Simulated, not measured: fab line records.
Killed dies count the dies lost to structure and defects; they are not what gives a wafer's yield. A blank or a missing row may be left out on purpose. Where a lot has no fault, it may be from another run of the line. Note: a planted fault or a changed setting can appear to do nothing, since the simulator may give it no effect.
fab line records	flow sky130
[record] lots = 13	wafers = 39	last_day = 50
route steps=708 shown FIELD_ISO@17 VT_ADJUST_HVTR@134 VT_ADJUST_PCH@150 GATE_OXIDE@197 PAD_OPEN@708
lots that met no fault: taken from a fault-free run of the same line
start_h: start of the lot's first displayed wafer, in hours after the record's first day	wait_h: hours since the lot's step before	" unchanged from the row above	L1.1+2: a row that stands for several wafers	- no value, or no start was given	* or withheld: withheld	< > ~ a bound
route shown NAME@n: names a module that has steps shown in the file, with the first one's number in the route	usual: the fault-free wafers' mean and standard deviation	same: alike in all rows	chamber/n: place in a boat	sites: per-site readings	_std_site: the standard deviation of these	_edge_site: mean of outer sites minus mean of inner sites	radius_mm: for every site, how far away it sits from the centre of the wafer	mask NAME#n: copy n	behind: the most recent tool/chamber to have shaped the wafer	hold: reason for holding the lot/hours on hold/outcome of the hold	device: the n, p or np transistor that did not switch	end of line: the same wafers' tests at the end of the route	step lacking rows: just its recipe	killed: count of dies lost to structure and defects at first sort (not the wafer's yield)	map: the dies of a wafer, with x for killed, . for not killed, _ for no die there
set.NAME: the run value of the setting; set.NAME@STEP: its run value at that earlier step	model.NAME: the simulator's own value behind a step, which no gauge read
one table for each step of the route and one row for each wafer, over a sample of lots
services: the hour from which a tool's chamber was out of use, counted from the record's first day as start_h (under 0 if before that day), plus the number of hours and why
[[steps]]
[step SKY_FIELD_ISO_STRIP_16]
[recipe] chemistry = O2/N2	power_w = 1400	pressure_mtorr = 1500	platen_temp_c = withheld	o2_flow_sccm = 3000	n2_flow_sccm = 300	overash_fraction = 0.5
[usual] drypump_motor_current_A = 5.61/0.28	oes_product_au = 0.378/0.0046	strip_time_to_endpoint_s = 3.56/0.049
lot.wafer	tool	chamber	start_h	wait_h	drypump_motor_current_A	oes_product_au	rf_hours_counter_h	strip_time_to_endpoint_s
L129.2	plasma_asher-04	1	33.32	0.0	5.92	0.382	35	3.64
L129.3	"	1	"	"	5.92	0.374	-	3.54
L129.6	"	1	"	"	5.92	0.379	-	3.59
L131.3	plasma_asher-04	1	47.04	0.1	5.89	0.378	-	3.45
L131.4	"	0	"	"	5.39	0.381	-	3.50
L131.5	"	0	"	"	5.36	0.370	-	3.50
L132.1	plasma_asher-03	1	50.25	0.0	5.88	0.376	26	3.58
L132.4	"	1	"	"	5.88	0.376	-	3.61
L132.6	"	0	"	"	5.13	0.378	-	3.59
L133.1	plasma_asher-04	0	57.25	0.0	5.42	0.377	37	3.50
L133.4	"	1	"	"	5.92	0.374	-	3.61
L133.6	"	1	"	"	5.92	0.387	-	3.55
L135.2	plasma_asher-04	1	67.54	0.0	5.90	0.381	38	3.57
L135.3	"	0	"	"	5.43	0.384	-	3.57
L135.5	"	1	"	"	5.92	0.378	-	3.56
L139.1	plasma_asher-04	1	85.79	0.0	5.92	0.367	40	3.54
L139.5	"	0	"	"	5.40	0.370	-	3.50
L139.6	"	1	"	"	5.91	0.372	-	3.53
L140.2	plasma_asher-03	0	90.60	0.0	5.13	0.379	30	3.60
L140.5	"	0	"	"	5.12	0.385	-	3.56
L140.6	"	1	"	"	5.88	0.376	-	3.61
L142.1	plasma_asher-03	1	103.59	0.0	5.87	0.382	32	3.54
L142.2	"	0	"	"	5.12	0.384	32	3.66
L142.3	"	1	"	"	5.89	0.382	-	3.52
L145.1	plasma_asher-04	0	116.50	0.0	5.41	0.383	43	3.45
L145.3	"	1	"	"	5.93	0.381	-	3.60
L145.6	"	1	"	"	5.91	0.377	-	3.63
L147.1	plasma_asher-04	0	127.50	0.0	5.42	0.383	44	3.65
L147.3	"	0	"	"	5.40	0.373	-	3.47
L147.5	"	1	"	"	5.90	0.386	-	3.65
L148.2	plasma_asher-04	1	134.86	0.0	5.91	0.372	45	3.58
L148.3	"	1	"	"	5.93	0.382	-	3.53
L148.5	"	1	"	"	5.92	0.383	-	3.59
L149.1	plasma_asher-03	1	138.25	0.0	5.88	0.383	34	3.61
L149.3	"	1	"	"	5.87	0.382	-	3.67
L149.6	"	0	"	"	5.13	0.384	-	3.58
L151.1	plasma_asher-04	0	148.11	0.0	5.41	0.377	47	3.51
L151.3	"	1	"	"	5.93	0.388	-	3.57
L151.4	"	0	"	"	5.40	0.380	-	3.59
[step SKY_VT_ADJUST_HVTR_SOFTBAKE_03]
[recipe] temp_c = 90	time_s = 60	resist = NOVOLAK
[usual] heater_power_total_W = 56.60/0.045	run_length_s = 88.92/0.13
lot.wafer	tool	chamber	start_h	wait_h	heater_power_total_W	run_length_s
L129.2	litho_track-01	0	201.71	0.1	56.63	88.80
L129.3	"	0	"	"	56.73	89.10
L129.6	"	0	"	"	56.59	89.02
L131.3	litho_track-01	0	221.39	0.1	56.60	88.81
L131.4	"	0	"	"	56.51	88.90
L131.5	"	0	"	"	56.59	88.82
L132.1	litho_track-01	0	230.94	0.1	56.63	88.79
L132.4	"	0	"	"	56.60	88.77
L132.6	"	0	"	"	56.56	88.77
L133.1	litho_track-04	0	232.18	0.1	56.64	88.97
L133.4	"	0	"	"	56.66	89.00
L133.6	"	0	"	"	56.59	88.94
L135.2	litho_track-01	0	245.46	0.1	56.64	88.78
L135.3	"	0	"	"	56.59	88.78
L135.5	"	0	"	"	56.59	88.85
L139.1	litho_track-01	0	271.84	0.1	56.59	88.92
L139.5	"	0	"	"	56.61	88.98
L139.6	"	0	"	"	58.73	82.62
L140.2	litho_track-01	0	278.96	0.1	56.61	88.85
L140.5	"	0	"	"	56.62	88.94
L140.6	"	0	"	"	58.61	82.91
L142.1	litho_track-02	0	295.06	0.1	56.64	89.05
L142.2	"	0	"	"	56.64	89.21
L142.3	"	0	"	"	56.58	88.73
L145.1	litho_track-02	0	311.61	0.1	56.55	88.74
L145.3	"	0	"	"	56.60	88.76
L145.6	"	0	"	"	56.53	88.84
L147.1	litho_track-02	0	326.86	0.1	56.61	88.82
L147.3	"	0	"	"	56.58	88.98
L147.5	"	0	"	"	56.67	88.84
L148.2	litho_track-02	0	333.59	0.1	56.67	88.85
L148.3	"	0	"	"	56.65	88.77
L148.5	"	0	"	"	56.56	88.74
L149.1	litho_track-02	0	341.31	0.1	56.59	88.89
L149.3	"	0	"	"	56.63	88.88
L149.6	"	0	"	"	56.59	88.97
L151.1	litho_track-02	0	351.51	0.1	56.56	88.75
L151.3	"	0	"	"	56.57	88.87
L151.4	"	0	"	"	56.59	88.84
[step SKY_VT_ADJUST_PCH_OVL_MEAS_07]
[usual] VT_ADJUST_PCH_OVL = -0.8/1.2
lot.wafer	tool	chamber	start_h	wait_h	VT_ADJUST_PCH_OVL[nm]
L129.2	overlay-02	-	234.98	-	-2.4
L129.3	"	-	"	"	-1.7
L129.6	"	-	"	"	-4.8
L131.3	overlay-01	-	256.35	-	-0.9
L131.4	"	-	"	"	-0.7
L131.5	"	-	"	"	0.1
L132.1	overlay-01	-	266.03	-	-1.1
L132.4	"	-	"	"	-0.3
L132.6	"	-	"	"	-2.7
L133.1	overlay-02	-	266.67	-	-2.1
L133.4	"	-	"	"	-4.1
L133.6	"	-	"	"	-1.8
L135.2	overlay-02	-	282.13	-	1.8
L135.3	"	-	"	"	1.0
L135.5	"	-	"	"	2.1
L139.1	overlay-02	-	308.17	-	-2.4
L139.5	"	-	"	"	0.3
L139.6	"	-	"	"	-1.3
L140.2	overlay-02	-	316.18	-	-0.9
L140.5	"	-	"	"	-0.9
L140.6	"	-	"	"	1.0
L142.1	overlay-02	-	332.53	-	-1.6
L142.2	"	-	"	"	-1.4
L142.3	"	-	"	"	-2.2
L145.1	overlay-01	-	348.93	-	-1.8
L145.3	"	-	"	"	0.1
L145.6	"	-	"	"	-1.5
L147.1	overlay-02	-	365.14	-	-0.6
L147.3	"	-	"	"	-1.8
L147.5	"	-	"	"	-0.2
L148.2	overlay-01	-	373.24	-	-2.7
L148.3	"	-	"	"	-0.4
L148.5	"	-	"	"	-0.6
L149.1	overlay-01	-	383.14	-	-0.7
L149.3	"	-	"	"	-0.9
L149.6	"	-	"	"	0.4
L151.1	overlay-02	-	392.54	-	-2.4
L151.3	"	-	"	"	-0.3
L151.4	"	-	"	"	-0.5
[step SKY_GATE_OXIDE_OVL_MEAS_10]
[usual] GATE_OXIDE_OVL = -0.7/1.3
lot.wafer	tool	chamber	start_h	wait_h	GATE_OXIDE_OVL[nm]
L129.2	overlay-02	-	318.29	0.1	0.4
L129.3	"	-	"	"	0.3
L129.6	"	-	"	"	0.8
L131.3	overlay-01	-	347.99	0.1	-0.6
L131.4	"	-	"	"	-0.5
L131.5	"	-	"	"	-1.5
L133.1	overlay-02	-	361.34	0.1	-3.2
L133.4	"	-	"	"	-0.2
L133.6	"	-	"	"	-1.9
L132.1	overlay-01	-	361.68	0.1	-1.0
L132.4	"	-	"	"	-1.8
L132.6	"	-	"	"	-1.5
L135.2	overlay-02	-	372.24	0.1	-0.2
L135.3	"	-	"	"	-0.6
L135.5	"	-	"	"	-1.3
L139.1	overlay-02	-	404.84	0.1	-0.1
L139.5	"	-	"	"	-1.6
L139.6	"	-	"	"	-0.6
L140.2	overlay-02	-	409.24	0.1	-2.4
L140.5	"	-	"	"	0.1
L140.6	"	-	"	"	0.9
L142.1	overlay-01	-	423.59	0.1	-1.1
L142.2	"	-	"	"	0.0
L142.3	"	-	"	"	0.0
L145.1	overlay-02	-	444.79	0.1	-0.7
L145.3	"	-	"	"	-1.4
L145.6	"	-	"	"	-0.9
L147.1	overlay-01	-	461.59	0.1	0.5
L147.3	"	-	"	"	-1.8
L147.5	"	-	"	"	-0.7
L148.2	overlay-02	-	469.84	0.1	0.4
L148.3	"	-	"	"	0.0
L148.5	"	-	"	"	-1.1
L149.1	overlay-02	-	482.73	0.1	1.5
L149.3	"	-	"	"	0.8
L149.6	"	-	"	"	0.2
L151.1	overlay-01	-	490.29	0.1	-0.9
L151.3	"	-	"	"	-2.8
L151.4	"	-	"	"	-1.0
[step SKY_PAD_OPEN_PROBE_99]
[usual] killed_at_M0_to_M3 = 43/6.1	killed_at_M4_up = 3.5/2	killed_at_contacts = 25/5.1	killed_at_front_end = 14/4.2	killed_at_other = 0.3/0.55	killed_dies = 86/8.3	killed_on_rim = 17/3.7	killed_open = 46/7.2	killed_short = 39/6
[same] gross_dies = 492	killed_at_back_side = 0
lot.wafer	tool	chamber	start_h	wait_h	killed_at_M0_to_M3	killed_at_M4_up	killed_at_contacts	killed_at_front_end	killed_at_other	killed_dies	killed_on_rim	killed_open	killed_short
L129.2	prober-02	-	1087.45	0.1	41	6	22	15	0	84	15	42	42
L129.3	prober-02	-	1087.50	0.2	46	5	28	15	2	96	17	43	51
L129.6	prober-02	-	1087.65	0.2	37	7	26	17	0	87	13	47	37
L131.3	prober-01	-	1106.74	0.2	49	3	30	17	0	99	20	56	43
L131.4	prober-01	-	1106.79	0.2	45	4	21	18	0	88	15	44	44
L131.5	prober-01	-	1106.84	0.2	49	5	25	11	0	90	19	48	42
L132.1	prober-02	-	1112.93	0.1	56	10	33	17	1	117	20	63	54
L132.4	prober-02	-	1113.08	0.2	36	4	15	12	0	67	13	32	35
L132.6	prober-02	-	1113.18	0.2	44	3	25	14	0	86	13	40	46
L133.1	prober-01	-	1115.33	0.1	38	9	19	20	1	87	19	46	41
L133.4	prober-01	-	1115.48	0.2	47	1	19	17	0	84	14	45	39
L133.6	prober-01	-	1115.58	0.2	38	1	29	13	0	81	13	44	36
L135.2	prober-01	-	1123.99	0.1	51	5	22	16	1	95	21	46	49
L135.3	prober-01	-	1124.04	0.2	41	2	19	16	0	78	14	39	39
L135.5	prober-01	-	1124.14	0.2	37	3	29	16	0	85	18	40	45
L139.1	prober-01	-	1145.85	0.1	36	4	26	19	1	86	21	37	48
L139.5	prober-01	-	1146.05	0.2	44	3	37	21	0	105	18	57	47
L139.6	prober-01	-	1146.10	0.2	38	4	21	18	0	81	15	41	39
L140.2	prober-02	-	1146.03	0.1	40	8	26	10	0	84	20	45	39
L140.5	prober-02	-	1146.18	0.2	38	2	32	14	1	87	24	45	41
L140.6	prober-02	-	1146.23	0.2	40	2	29	7	0	78	15	41	36
L142.1	prober-02	-	1151.23	0.1	41	2	15	17	0	75	13	41	34
L142.2	prober-02	-	1151.28	0.1	36	1	29	12	0	78	20	50	28
L142.3	prober-02	-	1151.33	0.2	45	3	21	15	0	84	20	45	39
L145.1	prober-02	-	1164.95	0.1	39	4	23	17	0	83	22	42	41
L145.3	prober-02	-	1165.05	0.2	36	3	25	16	0	80	14	47	33
L145.6	prober-02	-	1165.20	0.2	47	6	15	11	0	79	12	40	38
L147.1	prober-02	-	1178.17	0.1	51	4	17	23	0	95	16	49	46
L147.3	prober-02	-	1178.27	0.2	48	4	28	20	0	100	23	56	44
L147.5	prober-02	-	1178.37	0.2	51	2	25	19	0	97	26	43	53
L148.2	prober-01	-	1181.85	0.1	41	3	22	19	1	86	16	44	41
L148.3	prober-01	-	1181.90	0.2	47	3	26	13	0	89	14	50	38
L148.5	prober-01	-	1182.00	0.2	49	8	18	14	2	91	20	45	44
L149.1	prober-02	-	1190.38	0.1	49	0	27	10	1	87	18	50	37
L149.3	prober-02	-	1190.48	0.2	47	2	18	12	0	79	12	33	46
L149.6	prober-02	-	1190.63	0.2	44	1	28	10	0	83	14	51	32
L151.1	prober-02	-	1195.05	0.1	40	4	19	16	0	79	12	39	40
L151.3	prober-02	-	1195.15	0.2	50	4	15	11	0	80	19	48	32
L151.4	prober-02	-	1195.20	0.2	44	4	25	10	0	83	13	52	31
// killed by level:class
L129.2 METAL2:geometric_particle:short=10 CONTACT:geometric_particle:open=8 VIA2:geometric_particle:open=7 METAL1:geometric_particle:short=6 VIA1:geometric_particle:open=6 LI_CONTACT:geometric_particle:open=5 METAL4:geometric_particle:short=4 VIA3:geometric_particle:open=4
L129.3 CONTACT:geometric_particle:short=10 VIA1:geometric_particle:open=9 LI_CONTACT:geometric_particle:open=7 VIA1:geometric_particle:short=7 VIA2:geometric_particle:open=6 VIA3:geometric_particle:open=6 CONTACT:geometric_particle:open=5 METAL2:geometric_particle:short=5
L129.6 CONTACT:geometric_particle:open=11 METAL1:geometric_particle:short=9 POLY_GATE:geometric_particle:open=6 LI_CONTACT:geometric_particle:open=6 VIA1:geometric_particle:open=6 VIA2:geometric_particle:open=5 VIA3:geometric_particle:open=5 FIELD_ISO:geometric_particle:short=4
L131.3 VIA1:geometric_particle:open=11 VIA2:geometric_particle:open=9 VIA3:geometric_particle:open=8 CONTACT:geometric_particle:short=8 CONTACT:geometric_particle:open=7 LI_CONTACT:geometric_particle:open=6 VIA1:geometric_particle:short=6 METAL2:geometric_particle:short=6
L131.4 CONTACT:geometric_particle:open=11 VIA1:geometric_particle:open=8 VIA1:geometric_particle:short=7 POLY_GATE:geometric_particle:short=6 VIA2:geometric_particle:short=6 METAL1:geometric_particle:short=5 VIA3:geometric_particle:open=5 FIELD_ISO:geometric_particle:short=4
L131.5 VIA1:geometric_particle:open=14 CONTACT:geometric_particle:open=11 METAL3:geometric_particle:short=6 VIA2:geometric_particle:open=6 VIA3:geometric_particle:open=6 METAL1:geometric_particle:short=5 LI_CONTACT:geometric_particle:short=5 METAL4:geometric_particle:short=5
L132.1 LI_CONTACT:geometric_particle:open=11 VIA2:geometric_particle:open=10 VIA1:geometric_particle:open=10 CONTACT:geometric_particle:open=9 METAL4:geometric_particle:short=8 VIA1:geometric_particle:short=7 METAL2:geometric_particle:short=7 VIA3:geometric_particle:open=6
L132.4 VIA1:geometric_particle:open=11 VIA1:geometric_particle:short=6 METAL2:geometric_particle:short=6 LI_CONTACT:geometric_particle:open=5 FIELD_ISO:geometric_particle:open=4 LI_CONTACT:geometric_particle:short=4 FIELD_ISO:geometric_particle:short=3 CONTACT:geometric_particle:short=3
L132.6 METAL2:geometric_particle:short=11 CONTACT:geometric_particle:open=10 VIA1:geometric_particle:open=9 CONTACT:geometric_particle:short=7 METAL1:geometric_particle:short=6 LI_CONTACT:geometric_particle:open=6 POLY_GATE:geometric_particle:short=5 VIA2:geometric_particle:open=5
L133.1 VIA1:geometric_particle:open=9 FIELD_ISO:geometric_particle:open=7 METAL1:geometric_particle:short=7 METAL4:geometric_particle:short=7 VIA2:geometric_particle:open=6 LOCAL_INTERCONNECT:geometric_particle:short=5 CONTACT:geometric_particle:open=5 POLY_GATE:geometric_particle:short=4
L133.4 METAL1:geometric_particle:short=12 CONTACT:geometric_particle:open=7 VIA1:geometric_particle:open=7 VIA2:geometric_particle:open=7 VIA3:geometric_particle:open=5 LI_CONTACT:geometric_particle:open=5 FIELD_ISO:geometric_particle:open=4 POLY_GATE:geometric_particle:short=4
L133.6 CONTACT:geometric_particle:open=12 VIA2:geometric_particle:open=7 VIA3:geometric_particle:open=7 POLY_GATE:geometric_particle:open=5 LI_CONTACT:geometric_particle:open=5 METAL1:geometric_particle:short=5 LI_CONTACT:geometric_particle:short=4 VIA1:geometric_particle:open=4
L135.2 VIA1:geometric_particle:open=10 VIA1:geometric_particle:short=9 METAL2:geometric_particle:short=9 VIA2:geometric_particle:open=9 CONTACT:geometric_particle:open=8 CONTACT:geometric_particle:short=7 FIELD_ISO:geometric_particle:open=6 METAL1:geometric_particle:short=5
L135.3 METAL2:geometric_particle:short=8 FIELD_ISO:geometric_particle:open=6 CONTACT:geometric_particle:open=6 VIA1:geometric_particle:short=6 VIA1:geometric_particle:open=6 LI_CONTACT:geometric_particle:open=5 VIA2:geometric_particle:open=5 LOCAL_INTERCONNECT:geometric_particle:short=4
L135.5 LI_CONTACT:geometric_particle:open=10 FIELD_ISO:geometric_particle:short=9 VIA3:geometric_particle:open=9 VIA1:geometric_particle:open=8 CONTACT:geometric_particle:open=7 METAL1:geometric_particle:short=6 CONTACT:geometric_particle:short=5 METAL2:geometric_particle:short=4
L139.1 CONTACT:geometric_particle:short=7 POLY_GATE:geometric_particle:open=6 METAL1:geometric_particle:short=6 VIA1:geometric_particle:open=6 CONTACT:geometric_particle:open=6 VIA2:geometric_particle:open=5 LOCAL_INTERCONNECT:geometric_particle:short=5 POLY_GATE:geometric_particle:short=4
L140.2 VIA1:geometric_particle:open=12 CONTACT:geometric_particle:open=9 VIA3:geometric_particle:open=7 LI_CONTACT:geometric_particle:open=6 CONTACT:geometric_particle:short=6 METAL1:geometric_particle:short=5 VIA2:geometric_particle:short=5 METAL4:geometric_particle:short=5
L139.5 CONTACT:geometric_particle:open=12 VIA2:geometric_particle:open=10 CONTACT:geometric_particle:short=9 FIELD_ISO:geometric_particle:open=7 VIA1:geometric_particle:open=7 LI_CONTACT:geometric_particle:open=7 VIA1:geometric_particle:short=6 LOCAL_INTERCONNECT:geometric_particle:short=5
L139.6 VIA1:geometric_particle:open=7 METAL1:geometric_particle:short=7 LI_CONTACT:geometric_particle:open=6 CONTACT:geometric_particle:open=6 VIA3:geometric_particle:short=5 FIELD_ISO:geometric_particle:open=4 POLY_GATE:geometric_particle:short=4 VIA1:geometric_particle:short=4
L140.5 CONTACT:geometric_particle:open=15 METAL2:geometric_particle:short=12 VIA3:geometric_particle:open=7 LI_CONTACT:geometric_particle:open=6 CONTACT:geometric_particle:short=5 VIA1:geometric_particle:open=5 FIELD_ISO:geometric_particle:open=4 VIA1:geometric_particle:short=4
L140.6 VIA3:geometric_particle:open=12 CONTACT:geometric_particle:open=8 CONTACT:geometric_particle:short=7 METAL2:geometric_particle:short=7 LI_CONTACT:geometric_particle:open=6 LOCAL_INTERCONNECT:geometric_particle:short=4 VIA2:geometric_particle:open=4 LI_CONTACT:geometric_particle:short=3
L142.1 VIA1:geometric_particle:open=13 POLY_GATE:geometric_particle:open=6 LI_CONTACT:geometric_particle:open=6 VIA2:geometric_particle:open=6 FIELD_ISO:geometric_particle:short=4 METAL2:geometric_particle:short=4 VIA3:geometric_particle:short=4 CONTACT:geometric_particle:open=3
L142.2 LI_CONTACT:geometric_particle:open=13 CONTACT:geometric_particle:open=11 VIA2:geometric_particle:open=7 VIA1:geometric_particle:open=6 VIA3:geometric_particle:open=6 FIELD_ISO:geometric_particle:open=4 FIELD_ISO:geometric_particle:short=4 METAL1:geometric_particle:short=4
L142.3 VIA1:geometric_particle:open=9 LI_CONTACT:geometric_particle:open=7 CONTACT:geometric_particle:open=7 VIA2:geometric_particle:open=7 METAL1:geometric_particle:short=6 VIA2:geometric_particle:short=6 POLY_GATE:geometric_particle:short=5 VIA3:geometric_particle:open=5
L145.1 VIA1:geometric_particle:open=10 METAL1:geometric_particle:short=7 CONTACT:geometric_particle:open=6 VIA3:geometric_particle:open=6 FIELD_ISO:geometric_particle:open=4 POLY_GATE:geometric_particle:short=4 LI_CONTACT:geometric_particle:open=4 LOCAL_INTERCONNECT:geometric_particle:short=4
L145.3 CONTACT:geometric_particle:open=11 VIA1:geometric_particle:open=8 VIA2:geometric_particle:open=7 VIA3:geometric_particle:open=7 CONTACT:geometric_particle:short=6 LI_CONTACT:geometric_particle:open=4 FIELD_ISO:geometric_particle:open=3 LI_CONTACT:geometric_particle:short=3
L145.6 VIA1:geometric_particle:open=10 VIA3:geometric_particle:open=8 CONTACT:geometric_particle:open=7 METAL2:geometric_particle:short=5 METAL4:geometric_particle:short=5 VIA2:geometric_particle:short=5 POLY_GATE:geometric_particle:short=4 METAL1:geometric_particle:short=4
L147.1 VIA1:geometric_particle:open=10 METAL1:geometric_particle:short=9 FIELD_ISO:geometric_particle:short=8 VIA3:geometric_particle:open=7 CONTACT:geometric_particle:open=6 FIELD_ISO:geometric_particle:open=6 VIA3:geometric_particle:short=6 POLY_GATE:geometric_particle:short=5
L147.3 CONTACT:geometric_particle:open=17 VIA3:geometric_particle:open=12 VIA1:geometric_particle:open=8 METAL1:geometric_particle:short=7 VIA3:geometric_particle:short=7 POLY_GATE:geometric_particle:open=5 FIELD_ISO:geometric_particle:open=4 POLY_GATE:geometric_particle:short=4
L147.5 CONTACT:geometric_particle:open=10 METAL1:geometric_particle:short=10 VIA3:geometric_particle:open=8 VIA1:geometric_particle:open=6 VIA2:geometric_particle:open=6 POLY_GATE:geometric_particle:short=5 CONTACT:geometric_particle:short=5 VIA1:geometric_particle:short=5
L148.2 CONTACT:geometric_particle:open=15 POLY_GATE:geometric_particle:short=8 METAL2:geometric_particle:short=8 VIA2:geometric_particle:open=8 METAL1:geometric_particle:short=5 VIA1:geometric_particle:short=5 FIELD_ISO:geometric_particle:open=4 VIA3:geometric_particle:open=4
L148.3 VIA1:geometric_particle:open=12 CONTACT:geometric_particle:open=9 CONTACT:geometric_particle:short=8 VIA3:geometric_particle:open=7 VIA2:geometric_particle:open=6 FIELD_ISO:geometric_particle:short=5 LI_CONTACT:geometric_particle:open=5 METAL1:geometric_particle:short=5
L148.5 VIA1:geometric_particle:open=10 VIA2:geometric_particle:open=9 CONTACT:geometric_particle:open=8 METAL1:geometric_particle:short=7 VIA3:geometric_particle:open=7 FIELD_ISO:geometric_particle:short=6 METAL4:geometric_particle:short=5 VIA1:geometric_particle:short=4
L149.1 VIA1:geometric_particle:open=14 CONTACT:geometric_particle:open=11 VIA2:geometric_particle:open=9 CONTACT:geometric_particle:short=6 METAL1:geometric_particle:short=5 VIA1:geometric_particle:short=5 METAL2:geometric_particle:short=5 LI_CONTACT:geometric_particle:open=4
L149.3 VIA1:geometric_particle:open=10 CONTACT:geometric_particle:short=8 VIA2:geometric_particle:open=8 VIA1:geometric_particle:short=7 METAL2:geometric_particle:short=6 METAL1:geometric_particle:short=5 LI_CONTACT:geometric_particle:open=4 VIA2:geometric_particle:short=4
L149.6 VIA1:geometric_particle:open=14 METAL1:geometric_particle:short=9 VIA3:geometric_particle:open=9 CONTACT:geometric_particle:open=6 LI_CONTACT:geometric_particle:open=6 CONTACT:geometric_particle:short=5 VIA2:geometric_particle:open=4 LI_CONTACT:geometric_particle:short=4
L151.1 METAL1:geometric_particle:short=8 LI_CONTACT:geometric_particle:open=7 FIELD_ISO:geometric_particle:open=5 LOCAL_INTERCONNECT:geometric_particle:short=5 CONTACT:geometric_particle:open=5 VIA1:geometric_particle:short=5 VIA1:geometric_particle:open=5 VIA2:geometric_particle:open=5
L151.3 VIA1:geometric_particle:open=14 METAL1:geometric_particle:short=8 VIA2:geometric_particle:open=8 LI_CONTACT:geometric_particle:open=6 CONTACT:geometric_particle:open=5 VIA3:geometric_particle:open=4 METAL4:geometric_particle:short=4 FIELD_ISO:geometric_particle:short=3
L151.4 VIA1:geometric_particle:open=12 CONTACT:geometric_particle:open=9 LI_CONTACT:geometric_particle:open=7 METAL1:geometric_particle:short=7 FIELD_ISO:geometric_particle:open=5 VIA3:geometric_particle:open=5 METAL2:geometric_particle:short=4 VIA2:geometric_particle:open=4
[[services]]
tool	chamber	start_h	hours	kind
plasma_asher-04	-	78.24	2.8	pm
plasma_asher-03	-	111.79	7.0	repair
plasma_asher-04	-	234.41	0.7	repair
plasma_asher-04	-	294.56	1.1	repair
[[key]]
[first_sign] step = SKY_VT_ADJUST_HVTR_SOFTBAKE_03	reading = run_length_s	direction = down	sigmas = 48	usual = *	struck = *
[effect] step = SKY_VT_ADJUST_HVTR_SOFTBAKE_03	reading = heater_power_total_W	direction = up	sigmas = 46	usual = *	struck = *
met_at SKY_VT_ADJUST_HVTR_SOFTBAKE_03
struck_lots L139,L140
struck_wafers L139.6,L140.6
tester_left_out L139,L140
not_acting_at SKY_FIELD_ISO_STRIP_16,SKY_VT_ADJUST_PCH_OVL_MEAS_07,SKY_GATE_OXIDE_OVL_MEAS_10
onset_between 245.46 271.84
[fault] kind = process_parameter_drift	tool = litho_track-01	chamber = -	onset_h = 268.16	steps = SKY_VT_ADJUST_HVTR_SOFTBAKE_03	channel = time_s	offset = *	shape = step	end_h = 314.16	scope = struck_wafers_only	acts_in = *	stated = *
// tester_left_out: of these lots the tester's yield and bins aren't shown, on N5 and GAA mostly nor the transistor test; their killed dies are dies lost to structure and defects alone, not to doping, threshold or leakage, so they don't give the yield
